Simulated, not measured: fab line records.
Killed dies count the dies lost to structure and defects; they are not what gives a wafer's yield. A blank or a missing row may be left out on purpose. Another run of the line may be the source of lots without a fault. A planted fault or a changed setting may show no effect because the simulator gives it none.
fab line records	flow gf180mcu
record lots=15	wafers=45	last-day=35
route steps=602 shown V5@551
lots that met no fault: from a run of the same line without faults
start-h: hours from the record's opening day to when the first of the lot's shown wafers began	wait-h: hours since the lot's step before	" same as the row above	L1.1+2: one row covering several wafers at once	- no value, or no start given	* or withheld: withheld	< > ~ a bound
route shown NAME@n: names a module that has steps shown in the file, with the first one's number in the route	usual: mean and standard deviation over wafers with no fault	same: alike in all rows	chamber/n: place in a boat	sites: the reading at each site	_std_site: the standard deviation of these	_edge_site: inner sites' mean taken away from outer sites' mean	radius-mm: how far each site lies from the wafer's centre	mask NAME#n: copy n	behind: the most recent tool/chamber to have shaped the wafer	hold: the reason the lot was held/the length of the hold in hours/how it ended	device: the n, p or np transistor that did not switch	end of line: the same wafers' tests at the end of the route	a step with no rows: only its recipe	killed: at the first sort, the dies lost to defects and structure; wafer yield is something else	map: the dies of a wafer, with x for killed, . for not killed, _ for no die there
set.NAME: the run value of the setting; set.NAME@STEP: its run value at that earlier step	model.NAME: the simulator's own value behind a step, which no gauge read
the route's steps for a sample of lots (tables are steps, rows are wafers)
services: when a tool's chamber went out of use (start-h, in hours from the record's first day, below 0 if earlier), for how many hours, and the reason
## steps
# step GF_V5_EXPOSE_11
# recipe mask-id=Via5	target-cd-nm=260	na=0.68	source-shape=conventional	sigma-outer=0.6	dose-mj=38
# usual exposure-dose-mJ-cm2=37.93/0.043	focus-offset-nm=0.0/0.49
lot.wafer	tool	chamber	start-h	wait-h	mask	exposure-dose-mJ-cm2	focus-offset-nm
L611.2	krf-scanner-02	0	631.12	-	Via5#0	37.95	0.1
L611.4	"	0	"	"	Via5#0	37.88	0.3
L611.6	"	0	"	"	Via5#0	37.88	-0.3
L613.1	krf-scanner-01	0	646.20	-	Via5#0	37.97	-0.5
L613.3	"	0	"	"	Via5#0	37.97	-0.6
L613.5	"	0	"	"	Via5#0	37.97	-0.2
L614.1	krf-scanner-01	0	659.51	-	Via5#0	37.92	0.2
L614.5	"	0	"	"	Via5#0	38.00	0.6
L614.6	"	0	"	"	Via5#0	37.96	0.3
L615.2	krf-scanner-01	0	661.15	-	Via5#0	37.89	0.2
L615.3	"	0	"	"	Via5#0	37.93	-0.6
L615.5	"	0	"	"	Via5#0	37.96	-1.1
L617.1	krf-scanner-01	0	682.08	-	Via5#0	38.02	-0.1
L617.2	"	0	"	"	Via5#0	37.95	-0.6
L617.4	"	0	"	"	Via5#0	37.94	0.4
L618.1	krf-scanner-01	0	685.12	-	Via5#0	37.99	0.4
L618.2	"	0	"	"	Via5#0	37.98	0.8
L618.5	"	0	"	"	Via5#0	37.97	0.3
L620.3	krf-scanner-02	0	695.36	-	Via5#0	37.93	0.9
L620.4	"	0	"	"	Via5#0	37.90	0.1
L620.6	"	0	"	"	Via5#0	37.96	0.8
L621.1	krf-scanner-02	-	704.46	-	Via5#0	-	-
L621.4	"	-	"	"	Via5#0	-	-
L621.6	"	-	"	"	Via5#0	-	-
L622.2	krf-scanner-02	-	710.40	-	Via5#0	-	-
L622.3	"	-	"	"	Via5#0	-	-
L622.4	"	-	"	"	Via5#0	-	-
L623.2	krf-scanner-01	-	718.50	-	Via5#0	-	-
L623.4	"	-	"	"	Via5#0	-	-
L623.5	"	-	"	"	Via5#0	-	-
L630.1	krf-scanner-01	0	765.49	-	Via5#0	37.94	0.6
L630.2	"	0	"	"	Via5#0	37.93	-0.3
L630.6	"	0	"	"	Via5#0	37.94	-0.4
L632.3	krf-scanner-01	0	773.41	-	Via5#0	37.92	0.1
L632.5	"	0	"	"	Via5#0	37.95	0.0
L632.6	"	0	"	"	Via5#0	37.91	-0.3
L631.2	krf-scanner-02	0	774.26	-	Via5#0	37.91	0.4
L631.5	"	0	"	"	Via5#0	37.94	0.2
L631.6	"	0	"	"	Via5#0	37.88	-0.4
L633.3	krf-scanner-01	0	779.68	-	Via5#0	37.94	-0.1
L633.4	"	0	"	"	Via5#0	37.89	-0.4
L633.5	"	0	"	"	Via5#0	37.97	0.1
L634.1	krf-scanner-02	0	788.29	-	Via5#0	37.94	-0.3
L634.3	"	0	"	"	Via5#0	37.95	0.6
L634.4	"	0	"	"	Via5#0	37.93	0.7
# step GF_V5_OVL_MEAS_15
# usual V5_OVL=-3/5.7
lot.wafer	tool	chamber	start-h	wait-h	V5_OVL[nm]
L611.2	overlay-01	-	641.80	0.1	0
L611.4	"	-	"	"	1
L611.6	"	-	"	"	-9
L613.1	overlay-02	-	655.64	0.1	-9
L613.3	"	-	"	"	-12
L613.5	"	-	"	"	-10
L614.1	overlay-02	-	669.38	0.1	-4
L614.5	"	-	"	"	-5
L614.6	"	-	"	"	-9
L615.2	overlay-02	-	670.90	0.1	-1
L615.3	"	-	"	"	-2
L615.5	"	-	"	"	-14
L617.1	overlay-02	-	691.13	0.1	-3
L617.2	"	-	"	"	-13
L617.4	"	-	"	"	-6
L618.1	overlay-02	-	694.34	0.1	-8
L618.2	"	-	"	"	-1
L618.5	"	-	"	"	-4
L620.3	overlay-02	-	704.85	0.1	1
L620.4	"	-	"	"	-2
L620.6	"	-	"	"	10
L621.1	overlay-02	-	713.30	0.1	-
L621.4	"	-	"	"	-
L621.6	"	-	"	"	-
L622.2	overlay-02	-	719.00	0.1	-
L622.3	"	-	"	"	-
L622.4	"	-	"	"	-
L623.2	overlay-01	-	727.55	0.1	-
L623.4	"	-	"	"	-
L623.5	"	-	"	"	-
L630.1	overlay-01	-	772.39	0.1	2
L630.2	"	-	"	"	-4
L630.6	"	-	"	"	0
L632.3	overlay-02	-	781.79	0.1	-5
L632.5	"	-	"	"	-11
L632.6	"	-	"	"	-4
L631.2	overlay-01	-	782.59	0.1	-2
L631.5	"	-	"	"	-11
L631.6	"	-	"	"	-7
L633.3	overlay-02	-	787.25	0.1	-3
L633.4	"	-	"	"	-2
L633.5	"	-	"	"	4
L634.1	overlay-01	-	796.09	0.1	4
L634.3	"	-	"	"	-2
L634.4	"	-	"	"	6
# step GF_V5_ETCH_16
# recipe chemistry=N2/H2	target-depth-a=withheld	overetch-a=withheld	time-s=withheld	target=BARC	ion-energy-ev=200	source-w=500	bias-w=100	pressure-mtorr=30	n2-flow-sccm=100	h2-flow-sccm=200
# usual drypump-motor-current-A=5.5/0.42	oes-product-au=0.854/0.0052	throttle-valve-pct=13.224/0.009
lot.wafer	tool	chamber	start-h	wait-h	drypump-motor-current-A	oes-product-au	throttle-valve-pct
L611.2	rie-diel-02	0	641.83	0.0	5.7	0.855	13.234
L611.4	"	1	"	"	4.7	0.858	13.210
L611.6	"	1	"	"	4.7	0.854	13.232
L613.1	rie-diel-02	0	655.68	0.0	5.7	0.846	13.201
L613.3	"	1	"	"	4.7	0.849	13.242
L613.5	"	1	"	"	4.7	0.849	13.225
L614.1	rie-diel-04	1	669.41	0.0	5.4	0.846	13.223
L614.5	"	0	"	"	5.8	0.858	13.228
L614.6	"	1	"	"	5.4	0.853	13.235
L615.2	rie-diel-01	2	670.93	0.0	5.4	0.862	13.213
L615.3	"	3	"	"	5.1	0.867	13.219
L615.5	"	0	"	"	5.5	0.865	13.239
L617.1	rie-diel-04	0	691.16	0.0	5.8	0.850	13.224
L617.2	"	2	"	"	5.5	0.848	13.233
L617.4	"	1	"	"	5.4	0.855	13.227
L618.1	rie-diel-01	2	694.38	0.0	5.5	0.849	13.222
L618.2	"	0	"	"	5.5	0.854	13.223
L618.5	"	1	"	"	6.5	0.854	13.236
L620.3	rie-diel-04	0	704.88	0.0	5.8	0.857	13.229
L620.4	"	1	"	"	5.4	0.852	13.222
L620.6	"	2	"	"	5.5	0.856	13.223
L621.1	rie-diel-02	3	713.33	0.0	5.6	0.856	13.225
L621.4	"	1	"	"	4.7	0.849	13.222
L621.6	"	1	"	"	4.7	0.851	13.229
L622.2	rie-diel-04	0	719.03	0.0	5.8	0.851	13.229
L622.3	"	1	"	"	5.4	0.848	13.227
L622.4	"	0	"	"	5.8	0.857	13.236
L623.2	rie-diel-01	0	727.58	0.0	5.5	0.848	13.246
L623.4	"	3	"	"	5.1	0.844	13.229
L623.5	"	0	"	"	5.5	0.846	13.221
L630.1	rie-diel-01	0	772.42	0.0	5.5	0.854	13.234
L630.2	"	1	"	"	6.5	0.856	13.211
L630.6	"	2	"	"	5.4	0.861	13.219
L632.3	rie-diel-04	2	781.81	0.0	5.5	0.852	13.223
L632.5	"	1	"	"	5.4	0.848	13.218
L632.6	"	0	"	"	5.8	0.858	13.222
L631.2	rie-diel-04	2	782.62	0.0	5.5	0.852	13.236
L631.5	"	2	"	"	5.5	0.847	13.221
L631.6	"	1	"	"	5.4	0.848	13.216
L633.3	rie-diel-01	2	787.27	0.0	5.5	0.856	13.210
L633.4	"	3	"	"	5.1	0.849	13.221
L633.5	"	2	"	"	5.4	0.856	13.231
L634.1	rie-diel-04	0	796.12	0.0	5.8	0.853	13.226
L634.3	"	1	"	"	5.4	0.855	13.215
L634.4	"	3	"	"	5.3	0.850	13.220
# step GF_V5_SPUTTER_21
# recipe material=Ti	target-thk-nm=15	chamber-pressure-pa=5	power-w=2500	substrate-temp-c=200	time-s=80.02
# usual cathode-dc-power-W=2500.0/0.42	chamber-pressure-pa=5.000/0.0098	throttle-valve-pct=30.0/0.99
lot.wafer	tool	chamber	start-h	wait-h	cathode-dc-power-W	chamber-pressure-pa	throttle-valve-pct
L611.2	pvd-sputter-01	-	642.51	0.0	2500.1	4.996	30.5
L611.4	"	-	"	"	2499.6	4.994	30.5
L611.6	"	-	"	"	2500.1	5.003	30.5
L613.1	pvd-sputter-01	-	656.39	0.0	2501.2	5.011	29.0
L613.3	"	-	"	"	2499.9	4.997	30.5
L613.5	"	-	"	"	2500.1	4.995	29.0
L614.1	pvd-sputter-01	-	670.10	0.0	2500.2	4.994	30.4
L614.5	"	-	"	"	2499.8	4.997	30.3
L614.6	"	-	"	"	2500.5	5.003	30.8
L615.2	pvd-sputter-02	-	671.61	0.0	2500.1	5.000	30.8
L615.3	"	-	"	"	2500.0	5.006	28.3
L615.5	"	-	"	"	2499.6	4.998	29.6
L617.1	pvd-sputter-02	-	691.85	0.0	2499.7	4.989	29.3
L617.2	"	-	"	"	2500.3	4.997	29.5
L617.4	"	-	"	"	2500.0	4.997	28.4
L618.1	pvd-sputter-03	-	695.06	0.0	2499.7	4.981	30.1
L618.2	"	-	"	"	2499.9	5.013	30.0
L618.5	"	-	"	"	2499.1	5.010	31.9
L620.3	pvd-sputter-03	-	705.60	0.0	2500.3	5.005	30.4
L620.4	"	-	"	"	2499.7	4.998	30.5
L620.6	"	-	"	"	2500.1	4.988	32.1
L621.1	pvd-sputter-01	-	714.02	0.0	2500.3	5.003	30.4
L621.4	"	-	"	"	2499.6	4.983	30.6
L621.6	"	-	"	"	2500.5	4.995	30.5
L622.2	pvd-sputter-02	-	719.72	0.0	2500.1	4.992	29.7
L622.3	"	-	"	"	2500.2	4.996	28.1
L622.4	"	-	"	"	2499.9	5.017	30.9
L623.2	pvd-sputter-01	-	728.37	0.0	2499.8	4.994	28.9
L623.4	"	-	"	"	2499.8	5.019	30.3
L623.5	"	-	"	"	2500.2	5.001	30.5
L630.1	pvd-sputter-02	-	773.11	0.0	2499.8	5.008	31.4
L630.2	"	-	"	"	2499.4	4.997	28.1
L630.6	"	-	"	"	2500.7	5.008	31.2
L632.3	pvd-sputter-02	-	782.50	0.0	2500.6	5.007	28.2
L632.5	"	-	"	"	2500.4	5.015	29.2
L632.6	"	-	"	"	2500.4	5.009	29.4
L631.2	pvd-sputter-03	-	783.34	0.0	2500.6	5.004	31.9
L631.5	"	-	"	"	2499.7	4.995	29.8
L631.6	"	-	"	"	2500.5	4.993	31.7
L633.3	pvd-sputter-03	-	788.00	0.0	2500.1	4.990	31.8
L633.4	"	-	"	"	2500.4	4.997	30.1
L633.5	"	-	"	"	2500.1	5.005	30.4
L634.1	pvd-sputter-03	-	796.84	0.0	2499.8	4.997	30.0
L634.3	"	-	"	"	2499.5	4.983	30.4
L634.4	"	-	"	"	2500.4	4.991	29.7
## services
tool	chamber	start-h	hours	kind
rie-diel-04	3	639.22	5.9	repair
rie-diel-04	2	643.73	11.2	repair
krf-scanner-01	-	663.71	3.6	pm
rie-diel-04	3	668.99	2.6	repair
krf-scanner-01	-	672.95	2.3	repair
pvd-sputter-03	-	681.14	3.3	repair
krf-scanner-02	-	698.95	4.4	pm
krf-scanner-01	-	701.52	4.3	repair
krf-scanner-01	-	705.86	4.4	pm
rie-diel-04	3	713.76	11.6	repair
pvd-sputter-02	-	719.83	3.4	repair
krf-scanner-02	-	720.16	0.8	pm
krf-scanner-01	-	721.17	7.4	repair
pvd-sputter-01	-	721.80	2.4	repair
krf-scanner-02	-	728.60	1.3	pm
rie-diel-04	3	733.63	7.9	repair
krf-scanner-02	-	737.85	1.0	pm
krf-scanner-01	-	743.57	0.3	repair
krf-scanner-01	-	744.04	1.0	pm
krf-scanner-02	-	745.09	0.2	repair
krf-scanner-01	-	755.01	4.0	pm
krf-scanner-01	-	759.03	0.8	pm
krf-scanner-01	-	759.78	1.3	pm
krf-scanner-01	-	761.53	0.3	repair
## key
first-sign step=GF_V5_EXPOSE_11	reading=tool-record	direction=missing
effect none on later readings
met-at GF_V5_EXPOSE_11
struck-lots L621,L622,L623
later-rows-left-out L621.1,L621.4,L621.6,L622.2,L622.3,L622.4,L623.2,L623.4,L623.5
sort-left-out L621.1,L621.4,L621.6,L622.2,L622.3,L622.4,L623.2,L623.4,L623.5
not-acting-at GF_V5_OVL_MEAS_15,GF_V5_ETCH_16,GF_V5_SPUTTER_21
onset-between 695.36 704.46
fault kind=skipped-step-whole	tool=krf-scanner-01,krf-scanner-02	chamber=-	onset-h=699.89	steps=GF_V5_EXPOSE_11	scope=struck-lots-only
# sort-left-out: the simulated sort isn't trusted on such a fault, so these wafers' sort isn't shown, and their yield isn't known
# later-rows-left-out: the simulator's readings of these wafers behind a module that went badly wrong aren't trusted and aren't shown, but for the sort
